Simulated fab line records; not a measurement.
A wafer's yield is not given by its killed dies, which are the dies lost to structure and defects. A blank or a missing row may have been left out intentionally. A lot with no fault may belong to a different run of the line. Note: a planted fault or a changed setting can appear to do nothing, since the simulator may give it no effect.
Matching of chambers    flow gf180mcu    GF_V5_CMP_04 on cmp-01: 4 sister chambers
The step polishes SiO2. 8 wafers are shown with their chamber, then 11 later ones without.

== EACH WAFER AND ITS CHAMBER ==
wafer   chamber  motor-current-A (A)  slurry-filter-dp-kPa (kPa)
L680.6  0        14.0                 13.26
L689.5  2        10.2                 13.56
L694.2  2        10.6                 13.47
L694.5  3        11.4                 13.61
L699.1  0        13.9                 13.34
L699.3  1        10.4                 13.55
L699.4  3        11.4                 13.93
L700.1  1        9.2                  13.31

== WAFERS WITHOUT THEIR CHAMBER ==
wafer   motor-current-A (A)  slurry-filter-dp-kPa (kPa)
L700.2  10.3                 13.66
L700.5  14.1                 13.46
L701.1  12.0                 13.48
L701.4  9.6                  13.44
L701.5  10.0                 13.53
L702.2  11.0                 13.54
L702.3  13.4                 13.37
L702.4  9.5                  13.52
L703.2  10.4                 13.43
L703.4  14.1                 13.53
L703.5  10.8                 13.37

== EACH ONE'S CHAMBER ==
wafer   from the rows above           in truth
L700.2  can't be placed: 2 or 1 or 3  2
L700.5  0                             0
L701.1  can't be placed: 3 or 2       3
L701.4  can't be placed: 1 or 2       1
L701.5  can't be placed: 1 or 2       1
L702.2  can't be placed: 2 or 3 or 1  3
L702.3  0                             0
L702.4  can't be placed: 1 or 2       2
L703.2  can't be placed: 2 or 1       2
L703.4  0                             0
L703.5  can't be placed: 2 or 1 or 3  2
Correct placement for 3 of the 11. Not placeable from these rows: 8 (in 8, the candidates include the true chamber). 0 placed wrongly.
How it was worked out, from the rows above alone: a wafer's distance from a chamber is the root of the sum, over the readings, of the square of ((its reading less the chamber's mean) divided by the reading's scatter). The wafer belongs to the nearest chamber; if the next one is less than 2 further off, it can't be placed. The mean given for a chamber averages the wafers shown for that chamber. The scatter: the root of (the sum of the squares of (reading less its chamber's mean) over the shown wafers, divided by (wafers less chambers)).
